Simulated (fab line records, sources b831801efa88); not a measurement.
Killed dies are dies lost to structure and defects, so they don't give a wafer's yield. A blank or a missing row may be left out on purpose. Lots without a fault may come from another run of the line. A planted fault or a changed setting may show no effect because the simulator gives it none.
fab line records | flow sky130 | part 1 of 2: steps 1 to 33 of 46
record lots=5 wafers=15 last_day=47
route steps=708 shown VT_ADJUST_HVTP@96 VT_ADJUST_LVTN@97 VT_ADJUST_NCORE@119 VT_ADJUST_HVTR@131
lots that met no fault: from a run of the same line without faults
start_h: hours from the record's first day to the start of the lot's first wafer shown | wait_h: hours since the lot's step before | " the same as in the row above | L1.1+2: a row that stands for several wafers | - no value, or no start given | * or withheld: withheld | < > ~ a bound
route shown NAME@n: a module of which the file shows steps, and the number in the route of the first | usual: mean/standard deviation of fault-free wafers | same: alike in all rows | chamber/n: place in a boat | sites: the reading at each site | _std_site: their standard deviation | _edge_site: outer sites' mean less inner sites' | radius_mm: how far each site lies from the wafer's centre | mask NAME#n: copy n | behind: the tool/chamber that last shaped the wafer | hold: why the lot was held/for how many hours/how that ended | device: the transistor (n, p or np) that didn't switch | end of line: the same wafers' tests at the end of the route | a step without rows: its recipe alone | killed: dies lost to structure and defects at the first sort, not the wafer's yield | map: a wafer's dies, x killed, . not, _ none there
set.NAME: the setting as run; set.NAME@STEP: as run at that earlier step | model.NAME: the simulator's own value behind a step, which no gauge read
lots at some steps of the route; a table a step, a row a wafer
services: from which hour (start_h, from the record's first day; less than 0 if before it) a tool's chamber was out of use, for how many hours, and why
## steps
# step SKY_VT_ADJUST_HVTP_TW_MEAS_11
# usual VT_ADJUST_HVTP_TW=1355/11
# columns lot.wafer tool chamber start_h wait_h VT_ADJUST_HVTP_TW
L074.2 film_metro-02 - 138.03 0.1 1362
L074.4 " - " " 1373
L074.6 " - " " 1373
L077.2 film_metro-02 - 157.04 0.1 1364
L077.3 " - " " 1362
L077.5 " - " " 1369
L078.1 film_metro-01 - 158.18 0.1 1341
L078.5 " - " " 1346
L078.6 " - " " 1348
L079.1 film_metro-01 - 165.12 0.1 1353
L079.4 " - " " 1342
L079.6 " - " " 1344
L081.2 film_metro-04 - 172.83 0.1 1351
L081.5 " - " " 1353
L081.6 " - " " 1344
# step SKY_VT_ADJUST_LVTN_DEHYDRATE_00
# recipe temp_c=200 time_s=60
# columns lot.wafer tool chamber start_h wait_h
L074.2+4+6 litho_track-02 0 146.74 8.7
L077.2+3+5 litho_track-01 0 166.66 9.6
L078.1+5+6 litho_track-01 0 168.38 10.2
L079.1+4+6 litho_track-01 0 175.03 9.9
L081.2+5+6 litho_track-01 0 182.31 9.5
# step SKY_VT_ADJUST_LVTN_HMDS_01
# recipe prime_time_s=60 prime_temp_c=120
# columns lot.wafer tool chamber start_h wait_h
L074.2+4+6 litho_track-02 0 146.89 0.1
L077.2+3+5 litho_track-01 0 166.81 0.1
L078.1+5+6 litho_track-01 0 168.53 0.1
L079.1+4+6 litho_track-01 0 175.18 0.1
L081.2+5+6 litho_track-01 0 182.46 0.1
# step SKY_VT_ADJUST_LVTN_COAT_02
# recipe spin_rpm=2000 resist_thk_nm=3000
# columns lot.wafer tool chamber start_h wait_h
L074.2+4+6 litho_track-02 0 147.04 0.1
L077.2+3+5 litho_track-01 0 166.96 0.1
L078.1+5+6 litho_track-01 0 168.68 0.1
L079.1+4+6 litho_track-01 0 175.33 0.1
L081.2+5+6 litho_track-01 0 182.61 0.1
# step SKY_VT_ADJUST_LVTN_SOFTBAKE_03
# recipe temp_c=110 time_s=withheld
# columns lot.wafer tool chamber start_h wait_h
L074.2+4+6 litho_track-02 0 147.20 0.1
L077.2+3+5 litho_track-01 0 167.12 0.1
L078.1+5+6 litho_track-01 0 168.83 0.1
L079.1+4+6 litho_track-01 0 175.48 0.1
L081.2+5+6 litho_track-01 0 182.77 0.1
# step SKY_VT_ADJUST_LVTN_EXPOSE_04
# recipe mask_id=NWM_COMPLEMENT_LESS_NATIVE na=0.6 source_shape=conventional sigma_outer=0.6 polarization=unpolarized target_cd_nm=840 dose_mj=194
# same sigma_outer=0.6
# columns lot.wafer tool chamber start_h wait_h mask
L074.2+4+6 iline_stepper-01 0 - - NWM_COMPLEMENT_LESS_NATIVE#0
L077.2+3+5 iline_stepper-02 0 - - NWM_COMPLEMENT_LESS_NATIVE#0
L078.1+5+6 iline_stepper-02 0 - - NWM_COMPLEMENT_LESS_NATIVE#0
L079.1+4+6 iline_stepper-02 0 - - NWM_COMPLEMENT_LESS_NATIVE#0
L081.2+5+6 iline_stepper-02 0 - - NWM_COMPLEMENT_LESS_NATIVE#0
# step SKY_VT_ADJUST_LVTN_PEB_05
# recipe temp_c=115 time_s=withheld
# columns lot.wafer tool chamber start_h wait_h
L074.2+4+6 litho_track-01 0 - -
L077.2+3+5 litho_track-01 0 - -
L078.1+5+6 litho_track-01 0 - -
L079.1+4+6 litho_track-04 0 - -
L081.2+5+6 litho_track-02 0 - -
# step SKY_VT_ADJUST_LVTN_DEVELOP_06
# recipe wall_angle_deg=90 developer=TMAH develop_time_s=60 dev_temp_c=23
# columns lot.wafer tool chamber start_h wait_h
L074.2+4+6 litho_track-01 0 - -
L077.2+3+5 litho_track-01 0 - -
L078.1+5+6 litho_track-01 0 - -
L079.1+4+6 litho_track-04 0 - -
L081.2+5+6 litho_track-02 0 - -
# step SKY_VT_ADJUST_LVTN_OVL_MEAS_07
# usual VT_ADJUST_LVTN_OVL=-0.8/1.4
# columns lot.wafer tool chamber start_h wait_h VT_ADJUST_LVTN_OVL[nm]
L074.2 overlay-02 - 155.69 - 0.3
L074.4 " - " " 0.6
L074.6 " - " " 0.9
L077.2 overlay-02 - 177.29 - -2.4
L077.3 " - " " -0.8
L077.5 " - " " -0.9
L078.1 overlay-01 - 178.43 - -1.3
L078.5 " - " " -1.9
L078.6 " - " " -2.8
L079.1 overlay-02 - 186.07 - -0.7
L079.4 " - " " -1.4
L079.6 " - " " -2.8
L081.2 overlay-01 - 193.02 - 1.3
L081.5 " - " " 0.7
L081.6 " - " " 2.0
# step SKY_VT_ADJUST_LVTN_IMPLANT_08
# recipe species=B energy_kev=30 dose_cm2=1.57e+12 tilt_deg=withheld
# usual end_station_pressure_torr=4.97e-06/2.7e-07
# columns lot.wafer tool chamber start_h wait_h end_station_pressure_torr
L074.2 implanter-04 0 155.74 0.0 5.04e-06
L074.4 " 0 " " 5.09e-06
L074.6 " 0 " " 5.16e-06
L077.2 implanter-02 0 177.34 0.0 5.71e-06
L077.3 " 0 " " 4.45e-06
L077.5 " 0 " " 5.34e-06
L078.1 implanter-04 0 178.47 0.0 4.38e-06
L078.5 " 0 " " 4.8e-06
L078.6 " 0 " " 4.92e-06
L079.1 implanter-01 0 186.11 0.0 4.78e-06
L079.4 " 0 " " 5.02e-06
L079.6 " 0 " " 5.22e-06
L081.2 implanter-04 0 193.08 0.0 5.01e-06
L081.5 " 0 " " 4.84e-06
L081.6 " 0 " " 4.81e-06
# step SKY_VT_ADJUST_LVTN_STRIP_09
# recipe chemistry=O2/N2 power_w=1400 pressure_mtorr=1500 platen_temp_c=withheld o2_flow_sccm=3000 n2_flow_sccm=300 overash_fraction=0.5
# usual drypump_motor_current_A=5.7/0.3 oes_product_au=0.722/0.0047 strip_time_to_endpoint_s=36.88/0.092
# columns lot.wafer tool chamber start_h wait_h drypump_motor_current_A oes_product_au rf_hours_counter_h strip_time_to_endpoint_s
L074.2 plasma_asher-04 0 155.87 0.1 5.8 0.724 48 36.80
L074.4 " 0 " " 5.8 0.724 - 36.92
L074.6 " 0 " " 5.8 0.717 - 36.76
L077.2 plasma_asher-03 0 177.47 0.1 5.6 0.723 52 36.74
L077.3 " 0 " " 5.6 0.720 - 36.85
L077.5 " 1 " " 5.7 0.716 - 36.82
L078.1 plasma_asher-01 1 178.62 0.1 5.1 0.717 38 36.90
L078.5 " 1 " " 5.1 0.722 - 36.84
L078.6 " 0 " " 5.7 0.717 - 36.80
L079.1 plasma_asher-03 0 186.26 0.1 5.6 0.722 53 37.02
L079.4 " 1 " " 5.7 0.718 - 36.97
L079.6 " 1 " " 5.7 0.728 - 36.96
L081.2 plasma_asher-01 1 193.20 0.1 5.1 0.723 39 36.92
L081.5 " 1 " " 5.1 0.722 - 36.90
L081.6 " 0 " " 5.7 0.726 - 36.99
# step SKY_VT_ADJUST_LVTN_TW_MEAS_10
# usual VT_ADJUST_LVTN_TW=241.6/1.9
# columns lot.wafer tool chamber start_h wait_h VT_ADJUST_LVTN_TW
L074.2 film_metro-01 - 155.98 0.1 239.5
L074.4 " - " " 239.9
L074.6 " - " " 240.1
L077.2 film_metro-03 - 177.58 0.1 243.3
L077.3 " - " " 243.6
L077.5 " - " " 245.7
L078.1 film_metro-04 - 178.72 0.1 240.5
L078.5 " - " " 239.5
L078.6 " - " " 240.3
L079.1 film_metro-01 - 186.36 0.1 240.0
L079.4 " - " " 241.2
L079.6 " - " " 240.3
L081.2 film_metro-01 - 193.31 0.1 241.0
L081.5 " - " " 240.6
L081.6 " - " " 240.8
# step SKY_VT_ADJUST_LVTN_DEHYDRATE_11
# recipe temp_c=200 time_s=60
# columns lot.wafer tool chamber start_h wait_h
L074.2+4+6 litho_track-01 0 165.06 9.1
L077.2+3+5 litho_track-02 0 187.04 9.5
L078.1+5+6 litho_track-04 0 188.97 10.2
L079.1+4+6 litho_track-02 0 196.32 10.0
L081.2+5+6 litho_track-02 0 203.44 10.1
# step SKY_VT_ADJUST_LVTN_HMDS_12
# recipe prime_time_s=60 prime_temp_c=120
# columns lot.wafer tool chamber start_h wait_h
L074.2+4+6 litho_track-01 0 165.21 0.1
L077.2+3+5 litho_track-02 0 187.19 0.1
L078.1+5+6 litho_track-04 0 189.12 0.1
L079.1+4+6 litho_track-02 0 196.47 0.1
L081.2+5+6 litho_track-02 0 203.59 0.1
# step SKY_VT_ADJUST_LVTN_COAT_13
# recipe resist=NOVOLAK spin_rpm=3000 resist_thk_nm=1140
# columns lot.wafer tool chamber start_h wait_h
L074.2+4+6 litho_track-01 0 165.36 0.1
L077.2+3+5 litho_track-02 0 187.34 0.1
L078.1+5+6 litho_track-04 0 189.27 0.1
L079.1+4+6 litho_track-02 0 196.62 0.1
L081.2+5+6 litho_track-02 0 203.74 0.1
# step SKY_VT_ADJUST_LVTN_SOFTBAKE_14
# recipe temp_c=90 time_s=60 resist=NOVOLAK
# columns lot.wafer tool chamber start_h wait_h
L074.2+4+6 litho_track-01 0 165.51 0.1
L077.2+3+5 litho_track-02 0 187.49 0.1
L078.1+5+6 litho_track-04 0 189.42 0.1
L079.1+4+6 litho_track-02 0 196.77 0.1
L081.2+5+6 litho_track-02 0 203.89 0.1
# step SKY_VT_ADJUST_LVTN_EXPOSE_15
# recipe mask_id=HVN_STD_DERIVED na=0.6 source_shape=conventional sigma_outer=0.6 polarization=unpolarized target_cd_nm=600 dose_mj=163
# same sigma_outer=0.6
# columns lot.wafer tool chamber start_h wait_h mask
L074.2+4+6 iline_stepper-02 0 - - HVN_STD_DERIVED#0
L077.2+3+5 iline_stepper-02 0 - - HVN_STD_DERIVED#0
L078.1+5+6 iline_stepper-02 0 - - HVN_STD_DERIVED#0
L079.1+4+6 iline_stepper-01 0 - - HVN_STD_DERIVED#0
L081.2+5+6 iline_stepper-02 0 - - HVN_STD_DERIVED#0
# step SKY_VT_ADJUST_LVTN_PEB_16
# recipe temp_c=withheld time_s=* resist=NOVOLAK
# columns lot.wafer tool chamber start_h wait_h
L074.2+4+6 litho_track-02 0 - -
L077.2+3+5 litho_track-01 0 - -
L078.1+5+6 litho_track-02 0 - -
L079.1+4+6 litho_track-02 0 - -
L081.2+5+6 litho_track-02 0 - -
# step SKY_VT_ADJUST_LVTN_DEVELOP_17
# recipe resist=NOVOLAK developer=TMAH develop_time_s=60 dev_temp_c=23
# columns lot.wafer tool chamber start_h wait_h
L074.2+4+6 litho_track-02 0 175.94 0.1
L077.2+3+5 litho_track-01 0 197.86 0.1
L078.1+5+6 litho_track-02 0 199.42 0.1
L079.1+4+6 litho_track-02 0 207.52 0.1
L081.2+5+6 litho_track-02 0 215.44 0.1
# step SKY_VT_ADJUST_LVTN_OVL_MEAS_18
# usual VT_ADJUST_LVTN_01_OVL=-0.7/1.5
# columns lot.wafer tool chamber start_h wait_h VT_ADJUST_LVTN_01_OVL[nm]
L074.2 overlay-01 - 176.07 0.1 -2.6
L074.4 " - " " -1.8
L074.6 " - " " -3.6
L077.2 overlay-01 - 197.99 0.1 1.3
L077.3 " - " " 0.5
L077.5 " - " " 1.4
L078.1 overlay-01 - 199.57 0.1 1.1
L078.5 " - " " 1.2
L078.6 " - " " -0.2
L079.1 overlay-01 - 207.67 0.1 1.5
L079.4 " - " " -0.6
L079.6 " - " " 0.7
L081.2 overlay-02 - 215.57 0.1 -1.8
L081.5 " - " " 0.1
L081.6 " - " " -2.5
# step SKY_VT_ADJUST_LVTN_IMPLANT_19
# recipe species=B energy_kev=30 dose_cm2=6.5e+11 tilt_deg=withheld
# usual end_station_pressure_torr=5.01e-06/2.8e-07
# columns lot.wafer tool chamber start_h wait_h end_station_pressure_torr
L074.2 implanter-02 0 176.13 0.0 5.11e-06
L074.4 " 0 " " 5.19e-06
L074.6 " 0 " " 5.05e-06
L077.2 implanter-04 0 198.04 0.0 5.08e-06
L077.3 " 0 " " 4.89e-06
L077.5 " 0 " " 4.88e-06
L078.1 implanter-02 0 199.60 0.0 5.24e-06
L078.5 " 0 " " 4.58e-06
L078.6 " 0 " " 4.98e-06
L079.1 implanter-02 0 207.70 0.0 4.96e-06
L079.4 " 0 " " 5.41e-06
L079.6 " 0 " " 5.19e-06
L081.2 implanter-04 0 215.63 0.0 4.4e-06
L081.5 " 0 " " 4.9e-06
L081.6 " 0 " " 5.08e-06
# step SKY_VT_ADJUST_LVTN_STRIP_20
# recipe chemistry=O2/N2 power_w=1400 pressure_mtorr=1500 platen_temp_c=withheld o2_flow_sccm=3000 n2_flow_sccm=300 overash_fraction=0.5
# usual drypump_motor_current_A=5.61/0.26 oes_product_au=0.715/0.0046 strip_time_to_endpoint_s=14.16/0.044
# columns lot.wafer tool chamber start_h wait_h drypump_motor_current_A oes_product_au rf_hours_counter_h strip_time_to_endpoint_s
L074.2 plasma_asher-03 1 176.25 0.1 5.73 0.720 52 14.11
L074.4 " 0 " " 5.60 0.714 - 14.13
L074.6 " 0 " " 5.63 0.713 - 14.14
L077.2 plasma_asher-03 1 198.17 0.1 5.75 0.715 55 14.21
L077.3 " 0 " " 5.62 0.720 - 14.15
L077.5 " 0 " " 5.62 0.709 - 14.17
L078.1 plasma_asher-01 1 199.75 0.1 5.11 0.713 40 14.21
L078.5 " 0 " " 5.70 0.716 - 14.20
L078.6 " 1 " " 5.10 0.721 - 14.17
L079.1 plasma_asher-03 0 207.85 0.1 5.64 0.713 55 14.11
L079.4 " 0 " " 5.63 0.717 - 14.15
L079.6 " 1 " " 5.74 0.709 - 14.11
L081.2 plasma_asher-03 0 215.75 0.1 5.61 0.718 56 14.21
L081.5 " 0 " " 5.63 0.717 - 14.18
L081.6 " 1 " " 5.76 0.712 - 14.18
# step SKY_VT_ADJUST_LVTN_TW_MEAS_21
# usual VT_ADJUST_LVTN_2_TW=188.3/1.3
# columns lot.wafer tool chamber start_h wait_h VT_ADJUST_LVTN_2_TW
L074.2 film_metro-04 - 176.36 0.1 188.0
L074.4 " - " " 187.9
L074.6 " - " " 187.2
L077.2 film_metro-01 - 198.28 0.1 188.2
L077.3 " - " " 187.6
L077.5 " - " " 187.2
L078.1 film_metro-03 - 199.85 0.1 188.5
L078.5 " - " " 188.1
L078.6 " - " " 188.7
L079.1 film_metro-01 - 207.95 0.1 186.9
L079.4 " - " " 187.7
L079.6 " - " " 187.5
L081.2 film_metro-04 - 215.86 0.1 188.4
L081.5 " - " " 187.6
L081.6 " - " " 187.9
# step SKY_VT_ADJUST_NCORE_DEHYDRATE_00
# recipe temp_c=200 time_s=60
# columns lot.wafer tool chamber start_h wait_h
L074.2+4+6 litho_track-01 0 186.26 9.9
L077.2+3+5 litho_track-02 0 208.29 10.0
L078.1+5+6 litho_track-02 0 211.17 11.3
L079.1+4+6 litho_track-01 0 218.68 10.7
L081.2+5+6 litho_track-02 0 225.69 9.8
# step SKY_VT_ADJUST_NCORE_HMDS_01
# recipe prime_time_s=60 prime_temp_c=120
# columns lot.wafer tool chamber start_h wait_h
L074.2+4+6 litho_track-01 0 186.41 0.1
L077.2+3+5 litho_track-02 0 208.44 0.1
L078.1+5+6 litho_track-02 0 211.32 0.1
L079.1+4+6 litho_track-01 0 218.83 0.1
L081.2+5+6 litho_track-02 0 225.84 0.1
# step SKY_VT_ADJUST_NCORE_COAT_02
# recipe resist=NOVOLAK spin_rpm=3000 resist_thk_nm=1140
# columns lot.wafer tool chamber start_h wait_h
L074.2+4+6 litho_track-01 0 186.56 0.1
L077.2+3+5 litho_track-02 0 208.59 0.1
L078.1+5+6 litho_track-02 0 211.47 0.1
L079.1+4+6 litho_track-01 0 218.98 0.1
L081.2+5+6 litho_track-02 0 225.99 0.1
# step SKY_VT_ADJUST_NCORE_SOFTBAKE_03
# recipe temp_c=90 time_s=60 resist=NOVOLAK
# columns lot.wafer tool chamber start_h wait_h
L074.2+4+6 litho_track-01 0 186.71 0.1
L077.2+3+5 litho_track-02 0 208.74 0.1
L078.1+5+6 litho_track-02 0 211.62 0.1
L079.1+4+6 litho_track-01 0 219.13 0.1
L081.2+5+6 litho_track-02 0 226.14 0.1
# step SKY_VT_ADJUST_NCORE_EXPOSE_04
# recipe mask_id=LVTN_COMPLEMENT_THIN na=0.6 source_shape=conventional sigma_outer=0.6 polarization=unpolarized target_cd_nm=380 dose_mj=139
# same sigma_outer=0.6
# columns lot.wafer tool chamber start_h wait_h mask
L074.2+4+6 iline_stepper-02 0 - - LVTN_COMPLEMENT_THIN#0
L077.2+3+5 iline_stepper-02 0 - - LVTN_COMPLEMENT_THIN#0
L078.1+5+6 iline_stepper-02 0 - - LVTN_COMPLEMENT_THIN#0
L079.1+4+6 iline_stepper-01 0 - - LVTN_COMPLEMENT_THIN#0
L081.2+5+6 iline_stepper-02 0 - - LVTN_COMPLEMENT_THIN#0
# step SKY_VT_ADJUST_NCORE_PEB_05
# recipe temp_c=withheld time_s=* resist=NOVOLAK
# columns lot.wafer tool chamber start_h wait_h
L074.2+4+6 litho_track-02 0 - -
L077.2+3+5 litho_track-02 0 - -
L078.1+5+6 litho_track-02 0 - -
L079.1+4+6 litho_track-02 0 - -
L081.2+5+6 litho_track-01 0 - -
# step SKY_VT_ADJUST_NCORE_DEVELOP_06
# recipe resist=NOVOLAK developer=TMAH develop_time_s=60 dev_temp_c=23
# columns lot.wafer tool chamber start_h wait_h
L074.2+4+6 litho_track-02 0 197.39 0.1
L077.2+3+5 litho_track-02 0 219.54 0.1
L078.1+5+6 litho_track-02 0 222.17 0.1
L079.1+4+6 litho_track-02 0 230.17 0.1
L081.2+5+6 litho_track-01 0 237.51 0.1
# step SKY_VT_ADJUST_NCORE_CD_MEAS_07
# recipe target_cd_nm=380
# usual cd_nm=379.8/2.6
# columns lot.wafer tool chamber start_h wait_h cd_nm
L074.2 cd_sem-02 - 197.54 0.1 377.2
L074.4 " - " " 378.3
L074.6 " - " " 374.2
L077.2 cd_sem-02 - 219.69 0.1 381.7
L077.3 " - " " 379.5
L077.5 " - " " 381.6
L078.1 cd_sem-01 - 222.32 0.1 381.9
L078.5 " - " " 382.8
L078.6 " - " " 381.7
L079.1 cd_sem-01 - 230.32 0.1 383.4
L079.4 " - " " 384.2
L079.6 " - " " 382.2
L081.2 cd_sem-01 - 237.65 0.1 380.4
L081.5 " - " " 382.4
L081.6 " - " " 381.7
# step SKY_VT_ADJUST_NCORE_OVL_MEAS_08
# usual VT_ADJUST_NCORE_OVL=0.3/1.3
# columns lot.wafer tool chamber start_h wait_h VT_ADJUST_NCORE_OVL[nm]
L074.2 overlay-01 - 197.64 0.1 1.2
L074.4 " - " " 0.4
L074.6 " - " " 1.5
L077.2 overlay-01 - 219.79 0.1 2.2
L077.3 " - " " 0.9
L077.5 " - " " 2.4
L078.1 overlay-01 - 222.44 0.1 0.3
L078.5 " - " " 0.2
L078.6 " - " " -0.1
L079.1 overlay-01 - 230.44 0.1 -0.4
L079.4 " - " " 1.5
L079.6 " - " " -0.1
L081.2 overlay-01 - 237.76 0.1 0.1
L081.5 " - " " 2.3
L081.6 " - " " 0.9
# step SKY_VT_ADJUST_NCORE_IMPLANT_09
# recipe species=B energy_kev=10 dose_cm2=2.4e+12 tilt_deg=withheld
# usual end_station_pressure_torr=5.03e-06/2.5e-07
# columns lot.wafer tool chamber start_h wait_h end_station_pressure_torr
L074.2 implanter-04 0 197.70 0.0 5.2e-06
L074.4 " 0 " " 4.43e-06
L074.6 " 0 " " 4.99e-06
L077.2 implanter-01 0 219.86 0.1 5.14e-06
L077.3 " 0 " " 5.54e-06
L077.5 " 0 " " 5.54e-06
L078.1 implanter-04 0 222.47 0.0 4.98e-06
L078.5 " 0 " " 4.77e-06
L078.6 " 0 " " 5.22e-06
L079.1 implanter-01 0 230.47 0.0 5.32e-06
L079.4 " 0 " " 4.99e-06
L079.6 " 0 " " 5.11e-06
L081.2 implanter-04 0 237.81 0.0 5.32e-06
L081.5 " 0 " " 5.18e-06
L081.6 " 0 " " 4.89e-06
